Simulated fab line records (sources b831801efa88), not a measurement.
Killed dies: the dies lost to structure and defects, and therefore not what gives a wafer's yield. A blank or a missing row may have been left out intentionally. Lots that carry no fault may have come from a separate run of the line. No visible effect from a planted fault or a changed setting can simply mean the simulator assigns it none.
fab line records + flow sky130
[record]
- lots = 12
- wafers = 36
- last-day = 50
route steps=708 shown GATE_OXIDE@201 LDD_P@262 LDD_LDN@301 RES_XHIGH@336 PAD_OPEN@708
lots that met no fault: taken from a fault-free run of the same line
start-h: hours from the record's opening day to when the first of the lot's shown wafers began + wait-h: hours elapsed since this lot's preceding step + " the same as in the row above + L1.1+2: a single row standing in for several wafers + - no value present, or no start provided + * or withheld: withheld + < > ~ a bound
route shown NAME@n: a module of which the file shows steps, and the number in the route of the first + usual: mean/standard deviation taken from wafers without a fault + same: alike in all rows + chamber/n: place in a boat + sites: readings site by site + _std_site: how widely they spread, as a standard deviation + _edge_site: outer sites' mean less inner sites' + radius-mm: how far each site lies from the wafer's centre + mask NAME#n: copy n + behind: the most recent tool/chamber to have shaped the wafer + hold: reason for holding the lot/hours on hold/outcome of the hold + device: whichever transistor did not switch (one of n, p or np) + end of line: the same wafers' tests at the end of the route + step lacking rows: just its recipe + killed: the dies lost at the first sort to structure and to defects; this is not the yield of the wafer + map: a wafer's dies, x killed, . not, _ none there
set.NAME: the setting as run; set.NAME@STEP: as run at that earlier step + model.NAME: the simulator's own value behind a step, which no gauge read
steps of the route over a sample of lots; a table a step, a row a wafer
services: the hour from which a tool's chamber was out of use, counted from the record's first day as start-h (under 0 if before that day), plus the number of hours and why
[[steps]]
[step SKY_GATE_OXIDE_TW_MEAS_14]
[usual]
- GATE_OXIDE_TW = 226.1/1.2
| lot.wafer | tool          | chamber | start-h | wait-h | GATE_OXIDE_TW |
|-----------|---------------|---------|---------|--------|---------------|
| L675.1    | film-metro-01 | -       | 331.46  | 0.1    | 227.2         |
| L675.3    | "             | -       | "       | "      | 225.8         |
| L675.5    | "             | -       | "       | "      | 226.3         |
| L680.3    | film-metro-01 | -       | 373.06  | 0.1    | 227.0         |
| L680.4    | "             | -       | "       | "      | 226.2         |
| L680.6    | "             | -       | "       | "      | 226.8         |
| L684.2    | film-metro-03 | -       | 409.02  | 0.1    | 226.2         |
| L684.3    | "             | -       | "       | "      | 225.7         |
| L684.4    | "             | -       | "       | "      | 225.7         |
| L685.1    | film-metro-01 | -       | 415.23  | 0.1    | 226.4         |
| L685.3    | "             | -       | "       | "      | 227.8         |
| L685.6    | "             | -       | "       | "      | 226.7         |
| L687.2    | film-metro-03 | -       | 437.26  | 0.1    | 226.1         |
| L687.4    | "             | -       | "       | "      | 226.4         |
| L687.6    | "             | -       | "       | "      | 227.0         |
| L688.1    | film-metro-01 | -       | 447.67  | 0.1    | 226.5         |
| L688.2    | "             | -       | "       | "      | 225.3         |
| L688.5    | "             | -       | "       | "      | 225.6         |
| L689.1    | film-metro-03 | -       | 456.98  | 0.1    | 225.8         |
| L689.4    | "             | -       | "       | "      | 226.0         |
| L689.6    | "             | -       | "       | "      | 227.3         |
| L691.2    | film-metro-02 | -       | 467.47  | 0.1    | 226.0         |
| L691.4    | "             | -       | "       | "      | 224.6         |
| L691.5    | "             | -       | "       | "      | 225.0         |
| L692.1    | film-metro-02 | -       | 481.18  | 0.1    | 226.5         |
| L692.3    | "             | -       | "       | "      | 227.2         |
| L692.4    | "             | -       | "       | "      | 225.8         |
| L693.4    | film-metro-02 | -       | 489.62  | 0.1    | 227.9         |
| L693.5    | "             | -       | "       | "      | 226.9         |
| L693.6    | "             | -       | "       | "      | 227.0         |
| L694.1    | film-metro-01 | -       | 496.83  | 0.1    | 225.9         |
| L694.4    | "             | -       | "       | "      | 227.0         |
| L694.6    | "             | -       | "       | "      | 226.7         |
| L695.1    | film-metro-02 | -       | 502.87  | 0.1    | 227.1         |
| L695.4    | "             | -       | "       | "      | 226.5         |
| L695.6    | "             | -       | "       | "      | 226.4         |
[step SKY_LDD_P_CD_MEAS_07]
[recipe]
- target-cd-nm = 380
[usual]
- cd-nm = 380.0/2.1
| lot.wafer | tool      | chamber | start-h | wait-h | cd-nm |
|-----------|-----------|---------|---------|--------|-------|
| L675.1    | cd-sem-01 | -       | 460.33  | 0.1    | 377.8 |
| L675.3    | "         | -       | "       | "      | 377.8 |
| L675.5    | "         | -       | "       | "      | 377.6 |
| L680.3    | cd-sem-02 | -       | 503.36  | 0.1    | 383.0 |
| L680.4    | "         | -       | "       | "      | 378.8 |
| L680.6    | "         | -       | "       | "      | 380.0 |
| L684.2    | cd-sem-01 | -       | 538.87  | 0.1    | 377.0 |
| L684.3    | "         | -       | "       | "      | 379.7 |
| L684.4    | "         | -       | "       | "      | 376.5 |
| L685.1    | cd-sem-01 | -       | 551.13  | 0.1    | 379.8 |
| L685.3    | "         | -       | "       | "      | 379.4 |
| L685.6    | "         | -       | "       | "      | 379.7 |
| L687.2    | cd-sem-02 | -       | 570.27  | 0.1    | 382.1 |
| L687.4    | "         | -       | "       | "      | 381.6 |
| L687.6    | "         | -       | "       | "      | 380.4 |
| L688.1    | cd-sem-01 | -       | 577.45  | 0.1    | 380.8 |
| L688.2    | "         | -       | "       | "      | 380.6 |
| L688.5    | "         | -       | "       | "      | 380.8 |
| L689.1    | cd-sem-01 | -       | 585.70  | 0.1    | 377.0 |
| L689.4    | "         | -       | "       | "      | 375.4 |
| L689.6    | "         | -       | "       | "      | 378.7 |
| L691.2    | cd-sem-01 | -       | 595.47  | 0.1    | 381.8 |
| L691.4    | "         | -       | "       | "      | 382.8 |
| L691.5    | "         | -       | "       | "      | 381.5 |
| L692.1    | cd-sem-01 | -       | 609.00  | 0.1    | 380.0 |
| L692.3    | "         | -       | "       | "      | 380.6 |
| L692.4    | "         | -       | "       | "      | 380.3 |
| L693.4    | cd-sem-01 | -       | 616.69  | 0.1    | 380.2 |
| L693.5    | "         | -       | "       | "      | 377.6 |
| L693.6    | "         | -       | "       | "      | 381.7 |
| L694.1    | cd-sem-01 | -       | 624.60  | 0.1    | 383.2 |
| L694.4    | "         | -       | "       | "      | 381.4 |
| L694.6    | "         | -       | "       | "      | 380.3 |
| L695.1    | cd-sem-02 | -       | 629.44  | 0.2    | 379.9 |
| L695.4    | "         | -       | "       | "      | 380.5 |
| L695.6    | "         | -       | "       | "      | 379.3 |
[step SKY_LDD_LDN_STRIP_12]
[recipe]
- chemistry = O2/N2
- power-w = 1400
- pressure-mtorr = 1500
- platen-temp-c = withheld
- o2-flow-sccm = 3000
- n2-flow-sccm = 300
- overash-fraction = 0.5
[usual]
- chamber-pressure-mTorr = 1499.9/1.3
- drypump-motor-current-A = 5.7/0.53
- oes-product-au = 0.716/0.0046
- strip-time-to-endpoint-s = 14.19/0.041
| lot.wafer | tool            | chamber | start-h | wait-h | chamber-pressure-mTorr | drypump-motor-current-A | oes-product-au | rf-hours-counter-h | strip-time-to-endpoint-s |
|-----------|-----------------|---------|---------|--------|------------------------|-------------------------|----------------|--------------------|--------------------------|
| L675.1    | plasma-asher-04 | 1       | 552.91  | 0.1    | 1500.6                 | 5.3                     | 0.711          | 72                 | 14.17                    |
| L675.3    | "               | 0       | "       | "      | 1499.2                 | 5.0                     | 0.714          | -                  | 14.23                    |
| L675.5    | "               | 0       | "       | "      | 1500.9                 | 4.9                     | 0.713          | -                  | 14.18                    |
| L680.3    | plasma-asher-02 | 1       | 594.33  | 0.1    | 1501.5                 | 5.4                     | 0.722          | -                  | 14.19                    |
| L680.4    | "               | 0       | "       | "      | 1498.5                 | 5.6                     | 0.716          | -                  | 14.19                    |
| L680.6    | "               | 0       | "       | "      | 1500.1                 | 5.6                     | 0.713          | -                  | 14.17                    |
| L684.2    | plasma-asher-03 | 1       | 626.78  | 0.1    | 1500.4                 | 5.9                     | 0.712          | 46                 | 14.11                    |
| L684.3    | "               | 0       | "       | "      | 1498.5                 | 6.7                     | 0.715          | -                  | 14.15                    |
| L684.4    | "               | 1       | "       | "      | 1501.1                 | 5.9                     | 0.712          | -                  | 14.13                    |
| L685.1    | plasma-asher-03 | 1       | 638.90  | 0.1    | 1499.0                 | 5.9                     | 0.711          | 48                 | 14.27                    |
| L685.3    | "               | 1       | "       | "      | 1499.9                 | 5.9                     | 0.718          | -                  | 14.29                    |
| L685.6    | "               | 0       | "       | "      | 1499.6                 | 6.7                     | 0.715          | -                  | 14.26                    |
| L687.2    | plasma-asher-03 | 0       | 657.63  | 0.1    | 1500.7                 | 6.7                     | 0.724          | 50                 | 14.16                    |
| L687.4    | "               | 1       | "       | "      | 1501.3                 | 5.9                     | 0.713          | -                  | 14.16                    |
| L687.6    | "               | 1       | "       | "      | 1499.2                 | 5.9                     | 0.717          | -                  | 14.18                    |
| L688.1    | plasma-asher-03 | 1       | 664.76  | 0.1    | 1499.7                 | 5.9                     | 0.719          | 50                 | 14.21                    |
| L688.2    | "               | 0       | "       | "      | 1501.5                 | 6.7                     | 0.713          | 50                 | 14.21                    |
| L688.5    | "               | 1       | "       | "      | 1500.4                 | 5.9                     | 0.717          | -                  | 14.27                    |
| L689.1    | plasma-asher-02 | 1       | 672.10  | 0.1    | 1500.6                 | 5.4                     | 0.720          | 101                | 14.21                    |
| L689.4    | "               | 0       | "       | "      | 1500.5                 | 5.6                     | 0.716          | -                  | 14.21                    |
| L689.6    | "               | 0       | "       | "      | 1499.8                 | 5.6                     | 0.717          | -                  | 14.21                    |
| L691.2    | plasma-asher-02 | 1       | 681.53  | 0.1    | 1499.3                 | 5.4                     | 0.710          | 102                | 14.15                    |
| L691.4    | "               | 1       | "       | "      | 1501.0                 | 5.4                     | 0.720          | -                  | 14.11                    |
| L691.5    | "               | 0       | "       | "      | 1500.0                 | 5.6                     | 0.707          | -                  | 14.11                    |
| L692.1    | plasma-asher-02 | 0       | 694.68  | 0.1    | 1502.3                 | 5.6                     | 0.715          | 103                | 14.18                    |
| L692.3    | "               | 1       | "       | "      | 1500.0                 | 5.4                     | 0.718          | -                  | 14.22                    |
| L692.4    | "               | 0       | "       | "      | 1499.9                 | 5.6                     | 0.710          | -                  | 14.16                    |
| L693.4    | plasma-asher-03 | 0       | 702.13  | 0.1    | 1500.4                 | 6.7                     | 0.715          | -                  | 14.19                    |
| L693.5    | "               | 1       | "       | "      | 1499.2                 | 5.9                     | 0.710          | -                  | 14.21                    |
| L693.6    | "               | 0       | "       | "      | 1502.1                 | 6.7                     | 0.716          | -                  | 14.21                    |
| L694.1    | plasma-asher-03 | 0       | 710.31  | 0.1    | 1499.4                 | 6.7                     | 0.704          | 55                 | 14.11                    |
| L694.4    | "               | 0       | "       | "      | 1500.0                 | 6.7                     | 0.714          | -                  | 14.18                    |
| L694.6    | "               | 0       | "       | "      | 1498.9                 | 6.7                     | 0.720          | -                  | 14.12                    |
| L695.1    | plasma-asher-02 | 0       | 714.85  | 0.1    | 1501.6                 | 5.6                     | 0.716          | 105                | 14.14                    |
| L695.4    | "               | 1       | "       | "      | 1498.6                 | 5.4                     | 0.712          | -                  | 14.16                    |
| L695.6    | "               | 1       | "       | "      | 1498.7                 | 5.4                     | 0.714          | -                  | 14.12                    |
[step SKY_RES_XHIGH_EXPOSE_04]
[recipe]
- mask-id = URPM
- na = 0.6
- source-shape = conventional
- sigma-outer = 0.6
- polarization = unpolarized
- target-cd-nm = 1270
- dose-mj = 140
| lot.wafer  | tool             | chamber | start-h | wait-h | mask    |
|------------|------------------|---------|---------|--------|---------|
| L675.1+3+5 | iline-stepper-01 | 0       | 627.90  | -      | LDNTM#0 |
| L680.3+4+6 | iline-stepper-01 | 0       | 675.67  | -      | URPM#0  |
| L684.2+3+4 | iline-stepper-01 | 0       | 699.93  | -      | URPM#0  |
| L685.1+3+6 | iline-stepper-01 | 0       | 710.91  | -      | URPM#0  |
| L687.2+4+6 | iline-stepper-02 | 0       | 729.57  | -      | URPM#0  |
| L688.1+2+5 | iline-stepper-01 | 0       | 735.60  | -      | URPM#0  |
| L689.1+4+6 | iline-stepper-01 | 0       | 743.77  | -      | URPM#0  |
| L691.2+4+5 | iline-stepper-01 | 0       | 754.62  | -      | URPM#0  |
| L692.1+3+4 | iline-stepper-01 | 0       | 765.67  | -      | URPM#0  |
| L693.4+5+6 | iline-stepper-01 | 0       | 772.38  | -      | URPM#0  |
| L694.1+4+6 | iline-stepper-02 | 0       | 781.63  | -      | URPM#0  |
| L695.1+4+6 | iline-stepper-02 | 0       | 784.62  | -      | URPM#0  |
[step SKY_RES_XHIGH_TW_MEAS_09]
[usual]
- RES_XHIGH_TW = 1646/14
| lot.wafer | tool          | chamber | start-h | wait-h | RES_XHIGH_TW |
|-----------|---------------|---------|---------|--------|--------------|
| L675.1    | film-metro-01 | -       | 641.87  | 0.1    | 30           |
| L675.3    | "             | -       | "       | "      | 30           |
| L675.5    | "             | -       | "       | "      | 30           |
| L680.3    | film-metro-03 | -       | 690.03  | 0.1    | 1653         |
| L680.4    | "             | -       | "       | "      | 1651         |
| L680.6    | "             | -       | "       | "      | 1645         |
| L684.2    | film-metro-03 | -       | 714.17  | 0.1    | 1647         |
| L684.3    | "             | -       | "       | "      | 1650         |
| L684.4    | "             | -       | "       | "      | 1654         |
| L685.1    | film-metro-01 | -       | 724.77  | 0.1    | 1661         |
| L685.3    | "             | -       | "       | "      | 1664         |
| L685.6    | "             | -       | "       | "      | 1662         |
| L687.2    | film-metro-01 | -       | 743.44  | 0.1    | 1661         |
| L687.4    | "             | -       | "       | "      | 1675         |
| L687.6    | "             | -       | "       | "      | 1661         |
| L688.1    | film-metro-03 | -       | 749.52  | 0.1    | 1655         |
| L688.2    | "             | -       | "       | "      | 1656         |
| L688.5    | "             | -       | "       | "      | 1660         |
| L689.1    | film-metro-04 | -       | 757.42  | 0.1    | 1618         |
| L689.4    | "             | -       | "       | "      | 1625         |
| L689.6    | "             | -       | "       | "      | 1627         |
| L691.2    | film-metro-03 | -       | 767.68  | 0.1    | 1641         |
| L691.4    | "             | -       | "       | "      | 1646         |
| L691.5    | "             | -       | "       | "      | 1653         |
| L692.1    | film-metro-04 | -       | 779.28  | 0.1    | 1630         |
| L692.3    | "             | -       | "       | "      | 1631         |
| L692.4    | "             | -       | "       | "      | 1629         |
| L693.4    | film-metro-01 | -       | 786.21  | 0.1    | 1653         |
| L693.5    | "             | -       | "       | "      | 1659         |
| L693.6    | "             | -       | "       | "      | 1650         |
| L694.1    | film-metro-03 | -       | 794.37  | 0.1    | 1644         |
| L694.4    | "             | -       | "       | "      | 1639         |
| L694.6    | "             | -       | "       | "      | 1651         |
| L695.1    | film-metro-01 | -       | 796.52  | 0.1    | 1647         |
| L695.4    | "             | -       | "       | "      | 1652         |
| L695.6    | "             | -       | "       | "      | 1655         |
[step SKY_PAD_OPEN_PROBE_99]
[usual]
- killed_at_M0_to_M3 = 42/7.3
- killed_at_M4_up = 3.2/1.8
- killed-at-contacts = 25/5.2
- killed-at-front-end = 15/4.6
- killed-at-other = 0.3/0.62
- killed-dies = 85/9.9
- killed-on-rim = 17/3.9
- killed-open = 46/7.1
- killed-short = 38/5.7
[same]
- gross-dies = 492
- killed-at-back-side = 0
| lot.wafer | tool      | chamber | start-h | wait-h | killed_at_M0_to_M3 | killed_at_M4_up | killed-at-contacts | killed-at-front-end | killed-at-other | killed-dies | killed-on-rim | killed-open | killed-short |
|-----------|-----------|---------|---------|--------|--------------------|-----------------|--------------------|---------------------|-----------------|-------------|---------------|-------------|--------------|
| L675.1    | prober-01 | -       | 1095.04 | 0.1    | 49                 | 2               | 36                 | 18                  | 387             | 492         | 96            | 58          | 47           |
| L675.3    | prober-01 | -       | 1095.14 | 0.2    | 46                 | 4               | 38                 | 18                  | 386             | 492         | 96            | 61          | 44           |
| L675.5    | prober-01 | -       | 1095.24 | 0.2    | 30                 | 2               | 24                 | 24                  | 412             | 492         | 96            | 44          | 33           |
| L684.2    | prober-02 | -       | 1143.04 | 0.1    | 40                 | 4               | 28                 | 12                  | 0               | 84          | 14            | 47          | 37           |
| L684.3    | prober-02 | -       | 1143.09 | 0.2    | 32                 | 4               | 26                 | 12                  | 0               | 74          | 16            | 34          | 40           |
| L684.4    | prober-02 | -       | 1143.14 | 0.2    | 28                 | 7               | 23                 | 13                  | 2               | 73          | 13            | 38          | 35           |
| L687.2    | prober-01 | -       | 1165.10 | 0.1    | 35                 | 2               | 28                 | 12                  | 1               | 78          | 11            | 46          | 32           |
| L687.4    | prober-01 | -       | 1165.20 | 0.2    | 29                 | 4               | 27                 | 8                   | 0               | 68          | 14            | 38          | 30           |
| L687.6    | prober-01 | -       | 1165.30 | 0.2    | 52                 | 3               | 22                 | 11                  | 0               | 88          | 13            | 47          | 41           |
| L693.4    | prober-01 | -       | 1191.82 | 0.2    | 40                 | 2               | 19                 | 17                  | 0               | 78          | 15            | 46          | 32           |
| L693.5    | prober-01 | -       | 1191.87 | 0.2    | 43                 | 3               | 31                 | 18                  | 0               | 95          | 22            | 51          | 44           |
| L693.6    | prober-01 | -       | 1191.92 | 0.2    | 35                 | 2               | 26                 | 18                  | 1               | 82          | 16            | 49          | 33           |
| L694.1    | prober-02 | -       | 1195.64 | 0.1    | 35                 | 1               | 26                 | 13                  | 3               | 78          | 10            | 41          | 36           |
| L694.4    | prober-02 | -       | 1195.79 | 0.2    | 32                 | 2               | 19                 | 20                  | 1               | 74          | 12            | 39          | 34           |
| L694.6    | prober-02 | -       | 1195.89 | 0.2    | 48                 | 5               | 20                 | 23                  | 2               | 98          | 18            | 53          | 44           |
// killed by level:class
L675.1 RES_XHIGH:area-expose=387 CONTACT:geometric-particle:open=11 VIA2:geometric-particle:open=9 LI_CONTACT:geometric-particle:open=8 CONTACT:geometric-particle:short=8 VIA3:geometric-particle:open=8 METAL2:geometric-particle:short=8 VIA1:geometric-particle:open=7
L675.3 RES_XHIGH:area-expose=386 LI_CONTACT:geometric-particle:open=15 VIA1:geometric-particle:open=13 CONTACT:geometric-particle:open=10 VIA2:geometric-particle:open=8 FIELD_ISO:geometric-particle:short=6 METAL1:geometric-particle:short=5 LI_CONTACT:geometric-particle:short=4
L675.5 RES_XHIGH:area-expose=412 CONTACT:geometric-particle:open=11 VIA1:geometric-particle:open=7 POLY_GATE:geometric-particle:short=6 LI_CONTACT:geometric-particle:open=6 VIA3:geometric-particle:open=5 CONTACT:geometric-particle:short=5 VIA2:geometric-particle:open=5
L684.2 LI_CONTACT:geometric-particle:open=10 CONTACT:geometric-particle:open=10 METAL1:geometric-particle:short=7 VIA2:geometric-particle:open=7 VIA3:geometric-particle:open=6 FIELD_ISO:geometric-particle:open=5 VIA2:geometric-particle:short=5 METAL2:geometric-particle:short=4
L684.3 VIA3:geometric-particle:open=8 LI_CONTACT:geometric-particle:open=8 METAL2:geometric-particle:short=6 CONTACT:geometric-particle:short=5 CONTACT:geometric-particle:open=5 VIA2:geometric-particle:short=5 FIELD_ISO:geometric-particle:short=4 LI_CONTACT:geometric-particle:short=4
L684.4 CONTACT:geometric-particle:open=10 LI_CONTACT:geometric-particle:open=8 VIA3:geometric-particle:open=7 VIA1:geometric-particle:open=6 METAL2:geometric-particle:short=6 METAL4:geometric-particle:short=6 POLY_GATE:geometric-particle:short=5 FIELD_ISO:geometric-particle:short=4
L687.2 CONTACT:geometric-particle:open=12 CONTACT:geometric-particle:short=7 VIA1:geometric-particle:open=7 LI_CONTACT:geometric-particle:open=6 METAL2:geometric-particle:short=6 VIA3:geometric-particle:open=5 VIA1:geometric-particle:short=4 VIA2:geometric-particle:open=4
L687.4 CONTACT:geometric-particle:open=13 VIA3:geometric-particle:open=7 CONTACT:geometric-particle:short=6 VIA1:geometric-particle:open=4 METAL2:geometric-particle:short=4 FIELD_ISO:geometric-particle:short=3 LI_CONTACT:geometric-particle:open=3 LOCAL_INTERCONNECT:geometric-particle:short=3
L687.6 VIA1:geometric-particle:open=11 CONTACT:geometric-particle:open=8 METAL2:geometric-particle:short=7 VIA2:geometric-particle:open=6 METAL1:geometric-particle:short=6 VIA1:geometric-particle:short=6 LI_CONTACT:geometric-particle:open=5 VIA3:geometric-particle:open=5
L693.4 VIA1:geometric-particle:open=12 METAL2:geometric-particle:short=6 FIELD_ISO:geometric-particle:short=5 VIA3:geometric-particle:open=5 LI_CONTACT:geometric-particle:open=5 CONTACT:geometric-particle:open=5 VIA2:geometric-particle:open=5 CONTACT:geometric-particle:short=4
L693.5 CONTACT:geometric-particle:open=15 VIA1:geometric-particle:open=12 FIELD_ISO:geometric-particle:short=8 VIA2:geometric-particle:open=8 LI_CONTACT:geometric-particle:open=6 CONTACT:geometric-particle:short=5 METAL2:geometric-particle:short=5 VIA3:geometric-particle:short=5
L693.6 VIA1:geometric-particle:open=11 CONTACT:geometric-particle:open=8 FIELD_ISO:geometric-particle:open=7 VIA2:geometric-particle:open=7 LI_CONTACT:geometric-particle:open=6 LOCAL_INTERCONNECT:geometric-particle:short=6 VIA3:geometric-particle:open=4 FIELD_ISO:geometric-particle:short=3
L694.1 CONTACT:geometric-particle:open=11 VIA1:geometric-particle:open=11 VIA3:geometric-particle:short=6 VIA2:geometric-particle:open=5 CONTACT:geometric-particle:short=5 LOCAL_INTERCONNECT:geometric-particle:short=5 POLY_GATE:geometric-particle:short=4 FIELD_ISO:geometric-particle:short=3
L694.4 CONTACT:geometric-particle:open=8 VIA1:geometric-particle:open=8 FIELD_ISO:geometric-particle:short=6 VIA1:geometric-particle:short=6 POLY_GATE:geometric-particle:short=5 LI_CONTACT:geometric-particle:open=5 POLY_GATE:geometric-particle:open=4 VIA2:geometric-particle:open=4
L694.6 VIA1:geometric-particle:open=14 FIELD_ISO:geometric-particle:open=7 CONTACT:geometric-particle:open=7 VIA2:geometric-particle:short=7 VIA1:geometric-particle:short=7 LI_CONTACT:geometric-particle:open=5 METAL1:geometric-particle:short=5 VIA2:geometric-particle:open=5
[[services]]
| tool             | chamber | start-h | hours | kind                    |
|------------------|---------|---------|-------|-------------------------|
| iline-stepper-01 | -       | 529.84  | 1.7   | pm                      |
| plasma-asher-03  | -       | 553.36  | 14.6  | pm                      |
| iline-stepper-02 | -       | 557.01  | 1.7   | pm                      |
| iline-stepper-02 | -       | 558.68  | 4.4   | pm                      |
| plasma-asher-02  | -       | 563.16  | 2.7   | repair                  |
| iline-stepper-01 | -       | 574.17  | 2.1   | pm                      |
| iline-stepper-01 | -       | 576.25  | -     | consumable-replace:lamp |
| iline-stepper-01 | 0       | 583.04  | -     | calibration             |
| plasma-asher-04  | -       | 584.14  | 2.7   | repair                  |
| iline-stepper-02 | -       | 585.85  | 11.3  | repair                  |
| plasma-asher-03  | -       | 606.37  | 0.7   | repair                  |
| plasma-asher-04  | -       | 627.18  | 4.0   | pm                      |
| iline-stepper-02 | -       | 655.06  | 4.5   | repair                  |
| iline-stepper-02 | 0       | 658.48  | -     | calibration             |
| iline-stepper-01 | -       | 669.02  | 4.3   | pm                      |
| plasma-asher-03  | -       | 713.24  | 2.6   | repair                  |
| plasma-asher-02  | -       | 733.75  | 9.0   | pm                      |
| plasma-asher-02  | 0       | 733.75  | 9.0   | vent-cycle              |
| plasma-asher-02  | 1       | 733.75  | 9.0   | vent-cycle              |
| plasma-asher-02  | 0       | 742.75  | -     | clean                   |
| plasma-asher-02  | 1       | 742.75  | -     | clean                   |
| iline-stepper-01 | -       | 748.02  | 1.7   | pm                      |
| plasma-asher-03  | -       | 755.00  | 0.6   | repair                  |
| iline-stepper-02 | -       | 775.19  | 1.7   | pm                      |
[[key]]
[first-sign]
- step = SKY_RES_XHIGH_EXPOSE_04
- reading = mask
- direction = changed
[effect]
- step = SKY_RES_XHIGH_TW_MEAS_09
- reading = RES_XHIGH_TW
- direction = down
- sigmas = 99+
- usual = 1646
- struck = 30
[effect]
- step = SKY_PAD_OPEN_PROBE_99
- reading = killed-at-other
- direction = up
- sigmas = 99+
- usual = 0.3
- struck = 395
[more-kills-born-at]
- SKY_RES_XHIGH_EXPOSE_04@iline-stepper-01 = 1185
met-at SKY_RES_XHIGH_EXPOSE_04
struck-lots L675
tester-left-out L675
not-acting-at SKY_GATE_OXIDE_TW_MEAS_14,SKY_LDD_P_CD_MEAS_07,SKY_LDD_LDN_STRIP_12
[fault]
- kind = wrong-mask
- tool = any
- chamber = -
- onset-h = 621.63
- steps = SKY_RES_XHIGH_EXPOSE_04
- aux-copy = LDNTM#0
- scope = struck-lots-only
// tester-left-out: of these lots the tester's yield and bins aren't shown, on N5 and GAA mostly nor the transistor test; their killed dies are dies lost to structure and defects alone, not to doping, threshold or leakage, so they don't give the yield
